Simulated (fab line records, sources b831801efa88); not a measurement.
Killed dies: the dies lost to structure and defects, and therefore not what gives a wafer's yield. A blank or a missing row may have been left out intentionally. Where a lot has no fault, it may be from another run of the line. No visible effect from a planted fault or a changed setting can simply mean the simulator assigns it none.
What tool caused it? / flow sky130 / Sampling: 24 lots, 72 wafers, 6 of 708 route steps

## WHAT THE GAUGES SHOWED, per wafer
SKY_POLY_GATE_OVL_MEAS_14.
lot=L074; measured=day 16 07:24; on=overlay-02; POLY_GATE_OVL (nm)=0 -7 -4
lot=L075; measured=day 16 11:59; on=overlay-01; POLY_GATE_OVL (nm)=3 12 -1
lot=L076; measured=day 16 20:23; on=overlay-01; POLY_GATE_OVL (nm)=-7 -12 -7
lot=L077; measured=day 17 17:11; on=overlay-02; POLY_GATE_OVL (nm)=1 0 -17
lot=L078; measured=day 17 17:18; on=overlay-01; POLY_GATE_OVL (nm)=-11 -10 -11
lot=L079; measured=day 18 12:57; on=overlay-02; POLY_GATE_OVL (nm)=15 8 2
lot=L080; measured=day 18 23:59; on=overlay-01; POLY_GATE_OVL (nm)=6 7 5
lot=L081; measured=day 19 15:00; on=overlay-01; POLY_GATE_OVL (nm)=-5 -11 -3
lot=L082; measured=day 19 16:50; on=overlay-01; POLY_GATE_OVL (nm)=-1 -5 -2
lot=L083; measured=day 20 02:42; on=overlay-01; POLY_GATE_OVL (nm)=-1 -3 -5
lot=L084; measured=day 20 10:58; on=overlay-01; POLY_GATE_OVL (nm)=4 -4 4
lot=L085; measured=day 20 19:55; on=overlay-01; POLY_GATE_OVL (nm)=-3 -5 -17
lot=L086; measured=day 21 14:13; on=overlay-02; POLY_GATE_OVL (nm)=-1 -4 2
lot=L087; measured=day 21 15:48; on=overlay-02; POLY_GATE_OVL (nm)=-7 -6 -10
lot=L088; measured=day 22 06:28; on=overlay-01; POLY_GATE_OVL (nm)=-5 -2 -4
lot=L090; measured=day 22 16:40; on=overlay-02; POLY_GATE_OVL (nm)=-4 -8 -4
lot=L089; measured=day 22 18:58; on=overlay-02; POLY_GATE_OVL (nm)=-2 -12 -14
lot=L091; measured=day 22 20:30; on=overlay-02; POLY_GATE_OVL (nm)=-3 -1 -2
lot=L092; measured=day 23 07:38; on=overlay-01; POLY_GATE_OVL (nm)=-10 -19 -11
lot=L093; measured=day 23 10:45; on=overlay-02; POLY_GATE_OVL (nm)=9 9 11
lot=L095; measured=day 24 02:26; on=overlay-02; POLY_GATE_OVL (nm)=0 -7 -9
lot=L094; measured=day 24 09:25; on=overlay-01; POLY_GATE_OVL (nm)=-4 -4 5
lot=L096; measured=day 24 17:41; on=overlay-01; POLY_GATE_OVL (nm)=5 9 -1
lot=L097; measured=day 24 18:02; on=overlay-02; POLY_GATE_OVL (nm)=-6 -5 -6

SKY_LDD_HVP_TW_MEAS_10.
lot=L074; measured=day 21 15:29; on=filmMetro-02; LDD_HVP_TW=454 459 458
lot=L075; measured=day 21 17:15; on=filmMetro-02; LDD_HVP_TW=455 455 457
lot=L076; measured=day 22 08:02; on=filmMetro-03; LDD_HVP_TW=464 463 466
lot=L077; measured=day 23 02:24; on=filmMetro-02; LDD_HVP_TW=452 449 452
lot=L078; measured=day 23 03:22; on=filmMetro-02; LDD_HVP_TW=451 449 450
lot=L079; measured=day 23 20:44; on=filmMetro-02; LDD_HVP_TW=454 453 451
lot=L080; measured=day 24 05:44; on=filmMetro-01; LDD_HVP_TW=447 446 445
lot=L081; measured=day 24 20:40; on=filmMetro-01; LDD_HVP_TW=447 446 446
lot=L082; measured=day 24 20:53; on=filmMetro-01; LDD_HVP_TW=446 443 446
lot=L083; measured=day 25 07:21; on=filmMetro-02; LDD_HVP_TW=450 453 453
lot=L084; measured=day 25 13:10; on=filmMetro-02; LDD_HVP_TW=452 453 454
lot=L085; measured=day 26 02:07; on=filmMetro-03; LDD_HVP_TW=463 463 461
lot=L086; measured=day 26 15:43; on=filmMetro-01; LDD_HVP_TW=443 445 445
lot=L087; measured=day 26 17:06; on=filmMetro-01; LDD_HVP_TW=444 445 441
lot=L088; measured=day 27 08:40; on=filmMetro-02; LDD_HVP_TW=454 454 454
lot=L090; measured=day 27 17:23; on=filmMetro-01; LDD_HVP_TW=448 445 448
lot=L089; measured=day 27 17:52; on=filmMetro-02; LDD_HVP_TW=452 451 452
lot=L091; measured=day 27 20:54; on=filmMetro-01; LDD_HVP_TW=445 442 444
lot=L092; measured=day 28 06:52; on=filmMetro-01; LDD_HVP_TW=442 441 444
lot=L093; measured=day 28 10:44; on=filmMetro-03; LDD_HVP_TW=463 466 468
lot=L095; measured=day 29 01:16; on=filmMetro-02; LDD_HVP_TW=455 457 455
lot=L094; measured=day 29 09:45; on=filmMetro-01; LDD_HVP_TW=445 445 443
lot=L096; measured=day 29 16:37; on=filmMetro-02; LDD_HVP_TW=455 453 455
lot=L097; measured=day 29 15:46; on=filmMetro-01; LDD_HVP_TW=444 444 445

SKY_SD_P_OVL_MEAS_08.
lot=L074; measured=day 25 10:08; on=overlay-02; SD_P_OVL (nm)=-0.4 -0.6 -2.3
lot=L075; measured=day 25 13:00; on=overlay-01; SD_P_OVL (nm)=-0.4 -0.6 -1.4
lot=L076; measured=day 26 07:27; on=overlay-02; SD_P_OVL (nm)=-1.8 -1.3 -2.0
lot=L077; measured=day 26 21:35; on=overlay-01; SD_P_OVL (nm)=-2.1 -0.4 -0.9
lot=L078; measured=day 26 23:41; on=overlay-02; SD_P_OVL (nm)=-1.9 -0.7 1.7
lot=L079; measured=day 27 13:58; on=overlay-02; SD_P_OVL (nm)=-1.4 -1.7 0.0
lot=L080; measured=day 27 21:59; on=overlay-02; SD_P_OVL (nm)=-2.5 -1.6 -1.3
lot=L081; measured=day 28 14:03; on=overlay-01; SD_P_OVL (nm)=-2.9 -0.1 -1.3
lot=L082; measured=day 28 14:17; on=overlay-02; SD_P_OVL (nm)=-2.2 0.3 -1.0
lot=L083; measured=day 28 23:37; on=overlay-02; SD_P_OVL (nm)=-1.2 -2.5 -1.0
lot=L084; measured=day 29 06:07; on=overlay-01; SD_P_OVL (nm)=-0.8 -0.9 -2.7
lot=L085; measured=day 29 17:38; on=overlay-01; SD_P_OVL (nm)=0.6 -0.8 -1.5
lot=L086; measured=day 30 08:25; on=overlay-02; SD_P_OVL (nm)=-3.2 -5.4 -3.5
lot=L087; measured=day 30 09:15; on=overlay-02; SD_P_OVL (nm)=0.6 -2.1 -1.0
lot=L088; measured=day 31 00:50; on=overlay-02; SD_P_OVL (nm)=-0.3 0.6 -1.7
lot=L090; measured=day 31 07:54; on=overlay-02; SD_P_OVL (nm)=-2.3 -2.9 -2.0
lot=L089; measured=day 31 09:37; on=overlay-02; SD_P_OVL (nm)=-2.0 1.0 -1.8
lot=L091; measured=day 31 11:21; on=overlay-01; SD_P_OVL (nm)=-2.7 0.6 0.8
lot=L092; measured=day 31 22:44; on=overlay-02; SD_P_OVL (nm)=-2.4 -1.8 -3.1
lot=L093; measured=day 32 02:46; on=overlay-01; SD_P_OVL (nm)=0.8 0.9 -0.5
lot=L095; measured=day 32 14:28; on=overlay-02; SD_P_OVL (nm)=-0.3 0.3 -0.4
lot=L094; measured=day 32 22:56; on=overlay-02; SD_P_OVL (nm)=0.3 -0.2 -0.2
lot=L096; measured=day 33 06:11; on=overlay-02; SD_P_OVL (nm)=-2.3 -1.3 -1.3
lot=L097; measured=day 33 04:34; on=overlay-02; SD_P_OVL (nm)=-0.2 0.5 -0.3

SKY_VIA2_RS_MEAS_22: the measuring method here is four-point-probe.
lot=L074; measured=day 36 07:52; on=filmMetro-04; VIA2_W_RS (ohm/sq)=0.276 0.273 0.273
lot=L075; measured=day 36 11:54; on=filmMetro-03; VIA2_W_RS (ohm/sq)=0.278 0.278 0.278
lot=L076; measured=day 37 03:15; on=filmMetro-04; VIA2_W_RS (ohm/sq)=0.273 0.273 0.273
lot=L077; measured=day 37 15:53; on=filmMetro-03; VIA2_W_RS (ohm/sq)=0.275 0.279 0.279
lot=L078; measured=day 37 17:19; on=filmMetro-03; VIA2_W_RS (ohm/sq)=0.280 0.274 0.279
lot=L079; measured=day 38 05:23; on=filmMetro-03; VIA2_W_RS (ohm/sq)=0.271 0.277 0.276
lot=L080; measured=day 38 13:31; on=filmMetro-03; VIA2_W_RS (ohm/sq)=0.272 0.271 0.278
lot=L081; measured=day 39 03:06; on=filmMetro-03; VIA2_W_RS (ohm/sq)=0.272 0.277 0.273
lot=L082; measured=day 39 05:58; on=filmMetro-04; VIA2_W_RS (ohm/sq)=0.274 0.275 0.282
lot=L083; measured=day 39 10:16; on=filmMetro-03; VIA2_W_RS (ohm/sq)=0.270 0.274 0.274
lot=L084; measured=day 39 18:06; on=filmMetro-02; VIA2_W_RS (ohm/sq)=0.270 0.269 0.269
lot=L085; measured=day 40 03:03; on=filmMetro-03; VIA2_W_RS (ohm/sq)=0.275 0.274 0.277
lot=L086; measured=day 40 15:33; on=filmMetro-04; VIA2_W_RS (ohm/sq)=0.273 0.274 0.275
lot=L087; measured=day 40 15:44; on=filmMetro-02; VIA2_W_RS (ohm/sq)=0.274 0.277 0.279
lot=L088; measured=day 41 07:22; on=filmMetro-04; VIA2_W_RS (ohm/sq)=0.273 0.273 0.275
lot=L090; measured=day 41 10:58; on=filmMetro-03; VIA2_W_RS (ohm/sq)=0.277 0.274 0.278
lot=L089; measured=day 41 12:12; on=filmMetro-04; VIA2_W_RS (ohm/sq)=0.278 0.279 0.281
lot=L091; measured=day 41 14:05; on=filmMetro-02; VIA2_W_RS (ohm/sq)=0.265 0.265 0.265
lot=L092; measured=day 42 02:50; on=filmMetro-04; VIA2_W_RS (ohm/sq)=0.271 0.276 0.274
lot=L093; measured=day 42 04:41; on=filmMetro-03; VIA2_W_RS (ohm/sq)=0.277 0.276 0.275
lot=L095; measured=day 42 17:29; on=filmMetro-02; VIA2_W_RS (ohm/sq)=0.272 0.274 0.273
lot=L094; measured=day 42 21:58; on=filmMetro-03; VIA2_W_RS (ohm/sq)=0.278 0.282 0.279
lot=L096; measured=day 43 05:39; on=filmMetro-04; VIA2_W_RS (ohm/sq)=0.272 0.268 0.266
lot=L097; measured=day 43 04:59; on=filmMetro-03; VIA2_W_RS (ohm/sq)=0.277 0.278 0.277

## WHAT TOOL EACH LOT RAN ON (gives the tool, then ch and the chambers of the sampled wafers, and finally the start)
lot=L074; SKY_CONTACT_ETCH_16=rieDiel-03 ch 0,1,2, day 31 14:09; SKY_VIA2_CVD_21=cvdW-02 ch 0,1, day 36 07:44
lot=L075; SKY_CONTACT_ETCH_16=rieDiel-01 ch 1,2,3, day 31 17:36; SKY_VIA2_CVD_21=cvdW-02 ch 0, day 36 11:46
lot=L076; SKY_CONTACT_ETCH_16=rieDiel-01 ch 1,2, day 32 10:17; SKY_VIA2_CVD_21=cvdW-02 ch 0,1, day 37 03:07
lot=L077; SKY_CONTACT_ETCH_16=rieDiel-03 ch 0,2,3, day 32 23:05; SKY_VIA2_CVD_21=cvdW-02 ch 0,1, day 37 15:46
lot=L078; SKY_CONTACT_ETCH_16=rieDiel-03 ch 0,1,2, day 33 01:20; SKY_VIA2_CVD_21=cvdW-02 ch 1, day 37 17:11
lot=L079; SKY_CONTACT_ETCH_16=rieDiel-03 ch 1,3, day 33 14:15; SKY_VIA2_CVD_21=cvdW-02 ch 0,1, day 38 05:16
lot=L080; SKY_CONTACT_ETCH_16=rieDiel-02 ch 0,1,3, day 33 21:58; SKY_VIA2_CVD_21=cvdW-01 ch 0,1, day 38 13:22
lot=L081; SKY_CONTACT_ETCH_16=rieDiel-01 ch 0,1, day 34 13:00; SKY_VIA2_CVD_21=cvdW-02 ch 0,1, day 39 02:58
lot=L082; SKY_CONTACT_ETCH_16=rieDiel-02 ch 0,2,3, day 34 14:33; SKY_VIA2_CVD_21=cvdW-02 ch 0,1, day 39 05:50
lot=L083; SKY_CONTACT_ETCH_16=rieDiel-03 ch 0,2, day 34 20:15; SKY_VIA2_CVD_21=cvdW-01 ch 0,1, day 39 10:08
lot=L084; SKY_CONTACT_ETCH_16=rieDiel-03 ch 1,2, day 35 03:38; SKY_VIA2_CVD_21=cvdW-01 ch 0,1, day 39 17:57
lot=L085; SKY_CONTACT_ETCH_16=rieDiel-03 ch 0,2, day 35 13:24; SKY_VIA2_CVD_21=cvdW-02 ch 0, day 40 02:55
lot=L086; SKY_CONTACT_ETCH_16=rieDiel-01 ch 0,2, day 36 03:56; SKY_VIA2_CVD_21=cvdW-01 ch 0,1, day 40 15:25
lot=L087; SKY_CONTACT_ETCH_16=rieDiel-03 ch 1,2, day 36 04:37; SKY_VIA2_CVD_21=cvdW-02 ch 0,1, day 40 15:36
lot=L088; SKY_CONTACT_ETCH_16=rieDiel-03 ch 1,2,3, day 36 19:14; SKY_VIA2_CVD_21=cvdW-02 ch 0,1, day 41 07:13
lot=L090; SKY_CONTACT_ETCH_16=rieDiel-02 ch 0,2,3, day 36 23:49; SKY_VIA2_CVD_21=cvdW-02 ch 0,1, day 41 10:49
lot=L089; SKY_CONTACT_ETCH_16=rieDiel-02 ch 1,2, day 37 01:49; SKY_VIA2_CVD_21=cvdW-02 ch 0,1, day 41 12:05
lot=L091; SKY_CONTACT_ETCH_16=rieDiel-03 ch 1,2, day 37 03:50; SKY_VIA2_CVD_21=cvdW-01 ch 0,1, day 41 13:57
lot=L092; SKY_CONTACT_ETCH_16=rieDiel-01 ch 0,1,2, day 37 15:21; SKY_VIA2_CVD_21=cvdW-02 ch 0,1, day 42 02:41
lot=L093; SKY_CONTACT_ETCH_16=rieDiel-03 ch 2,3, day 37 19:41; SKY_VIA2_CVD_21=cvdW-02 ch 0,1, day 42 04:32
lot=L095; SKY_CONTACT_ETCH_16=rieDiel-02 ch 0,2, day 38 05:18; SKY_VIA2_CVD_21=cvdW-02 ch 0,1, day 42 17:20
lot=L094; SKY_CONTACT_ETCH_16=rieDiel-02 ch 0,2,3, day 38 13:13; SKY_VIA2_CVD_21=cvdW-02 ch 0, day 42 21:50
lot=L096; SKY_CONTACT_ETCH_16=rieDiel-03 ch 0,3, day 38 21:41; SKY_VIA2_CVD_21=cvdW-01 ch 0,1, day 43 05:31
lot=L097; SKY_CONTACT_ETCH_16=rieDiel-01 ch 0,2,3, day 38 20:38; SKY_VIA2_CVD_21=cvdW-02 ch 0,1, day 43 04:52
- SKY_CONTACT_ETCH_16: etches BARC in N2/H2, stops on SiO2, time 45.9 s, target depth 60 nm.
- SKY_VIA2_CVD_21: deposits W, target thk 420 nm, time 126.4 s.

## AS READ BY THE TOOLS THEMSELVES (means over the sampled wafers that have a number; for cases with no such wafer, the mark the record gives instead)
SKY_CONTACT_ETCH_16.
lot=L074; tool=rieDiel-03; drypumpMotorCurrentA (A)=5.2; oesProductAu (a.u.)=0.857; throttleValvePct (%)=13.225
lot=L075; tool=rieDiel-01; drypumpMotorCurrentA (A)=6.2; oesProductAu (a.u.)=0.857; throttleValvePct (%)=13.229
lot=L076; tool=rieDiel-01; drypumpMotorCurrentA (A)=6.2; oesProductAu (a.u.)=0.855; throttleValvePct (%)=13.232
lot=L077; tool=rieDiel-03; drypumpMotorCurrentA (A)=5.6; oesProductAu (a.u.)=0.854; throttleValvePct (%)=13.227
lot=L078; tool=rieDiel-03; drypumpMotorCurrentA (A)=5.2; oesProductAu (a.u.)=0.854; throttleValvePct (%)=13.226
lot=L079; tool=rieDiel-03; drypumpMotorCurrentA (A)=5.8; oesProductAu (a.u.)=0.853; throttleValvePct (%)=13.215
lot=L080; tool=rieDiel-02; drypumpMotorCurrentA (A)=5.6; oesProductAu (a.u.)=0.858; throttleValvePct (%)=13.220
lot=L081; tool=rieDiel-01; drypumpMotorCurrentA (A)=6.0; oesProductAu (a.u.)=0.853; throttleValvePct (%)=13.224
lot=L082; tool=rieDiel-02; drypumpMotorCurrentA (A)=5.2; oesProductAu (a.u.)=0.854; throttleValvePct (%)=13.225
lot=L083; tool=rieDiel-03; drypumpMotorCurrentA (A)=5.2; oesProductAu (a.u.)=0.857; throttleValvePct (%)=13.225
lot=L084; tool=rieDiel-03; drypumpMotorCurrentA (A)=5.0; oesProductAu (a.u.)=0.850; throttleValvePct (%)=13.231
lot=L085; tool=rieDiel-03; drypumpMotorCurrentA (A)=5.3; oesProductAu (a.u.)=0.858; throttleValvePct (%)=13.221
lot=L086; tool=rieDiel-01; drypumpMotorCurrentA (A)=6.1; oesProductAu (a.u.)=0.853; throttleValvePct (%)=13.214
lot=L087; tool=rieDiel-03; drypumpMotorCurrentA (A)=5.1; oesProductAu (a.u.)=0.857; throttleValvePct (%)=13.223
lot=L088; tool=rieDiel-03; drypumpMotorCurrentA (A)=5.4; oesProductAu (a.u.)=0.854; throttleValvePct (%)=13.224
lot=L090; tool=rieDiel-02; drypumpMotorCurrentA (A)=5.2; oesProductAu (a.u.)=0.856; throttleValvePct (%)=13.220
lot=L089; tool=rieDiel-02; drypumpMotorCurrentA (A)=6.2; oesProductAu (a.u.)=0.855; throttleValvePct (%)=13.220
lot=L091; tool=rieDiel-03; drypumpMotorCurrentA (A)=5.0; oesProductAu (a.u.)=0.856; throttleValvePct (%)=13.222
lot=L092; tool=rieDiel-01; drypumpMotorCurrentA (A)=6.1; oesProductAu (a.u.)=0.856; throttleValvePct (%)=13.222
lot=L093; tool=rieDiel-03; drypumpMotorCurrentA (A)=5.5; oesProductAu (a.u.)=0.853; throttleValvePct (%)=13.220
lot=L095; tool=rieDiel-02; drypumpMotorCurrentA (A)=5.3; oesProductAu (a.u.)=0.853; throttleValvePct (%)=13.229
lot=L094; tool=rieDiel-02; drypumpMotorCurrentA (A)=5.2; oesProductAu (a.u.)=0.855; throttleValvePct (%)=13.229
lot=L096; tool=rieDiel-03; drypumpMotorCurrentA (A)=5.9; oesProductAu (a.u.)=0.854; throttleValvePct (%)=13.217
lot=L097; tool=rieDiel-01; drypumpMotorCurrentA (A)=6.2; oesProductAu (a.u.)=0.854; throttleValvePct (%)=13.229

SKY_VIA2_CVD_21.
lot=L074; tool=cvdW-02; heaterPowerW (W)=918
lot=L075; tool=cvdW-02; heaterPowerW (W)=905
lot=L076; tool=cvdW-02; heaterPowerW (W)=924
lot=L077; tool=cvdW-02; heaterPowerW (W)=925
lot=L078; tool=cvdW-02; heaterPowerW (W)=940
lot=L079; tool=cvdW-02; heaterPowerW (W)=942
lot=L080; tool=cvdW-01; heaterPowerW (W)=875
lot=L081; tool=cvdW-02; heaterPowerW (W)=921
lot=L082; tool=cvdW-02; heaterPowerW (W)=920
lot=L083; tool=cvdW-01; heaterPowerW (W)=831
lot=L084; tool=cvdW-01; heaterPowerW (W)=831
lot=L085; tool=cvdW-02; heaterPowerW (W)=920
lot=L086; tool=cvdW-01; heaterPowerW (W)=820
lot=L087; tool=cvdW-02; heaterPowerW (W)=943
lot=L088; tool=cvdW-02; heaterPowerW (W)=942
lot=L090; tool=cvdW-02; heaterPowerW (W)=930
lot=L089; tool=cvdW-02; heaterPowerW (W)=930
lot=L091; tool=cvdW-01; heaterPowerW (W)=819
lot=L092; tool=cvdW-02; heaterPowerW (W)=941
lot=L093; tool=cvdW-02; heaterPowerW (W)=936
lot=L095; tool=cvdW-02; heaterPowerW (W)=935
lot=L094; tool=cvdW-02; heaterPowerW (W)=935
lot=L096; tool=cvdW-01; heaterPowerW (W)=827
lot=L097; tool=cvdW-02; heaterPowerW (W)=935

## THE ANSWER, worked out from the rows above alone
Rule: the usual values come from the lots themselves. Put in order of their means at a reading, lots are off if they are a third of the lots or fewer, leave a main group of 4 or more, and stand apart from it by a gap of 3 or more times the standard deviation of the main group's means; of several such gaps the widest counts. Not used: any main group whose means are identical at the precision the tables above print for the reading. Also off: a lot with no number at a reading for which 4 or more lots have one. All remaining lots with rows at the step are treated as sound. Order of review: gauges by route order, followed by the tools' own readings, for which a lot's mean as printed above is used. At the first step where some lot is off, the reading lying furthest off is the one used; lots without a number count as furthest.
Nothing can be told from this: no lot is off at any reading shown.

## WHAT HAD BEEN PUT IN BY THE SIMULATOR
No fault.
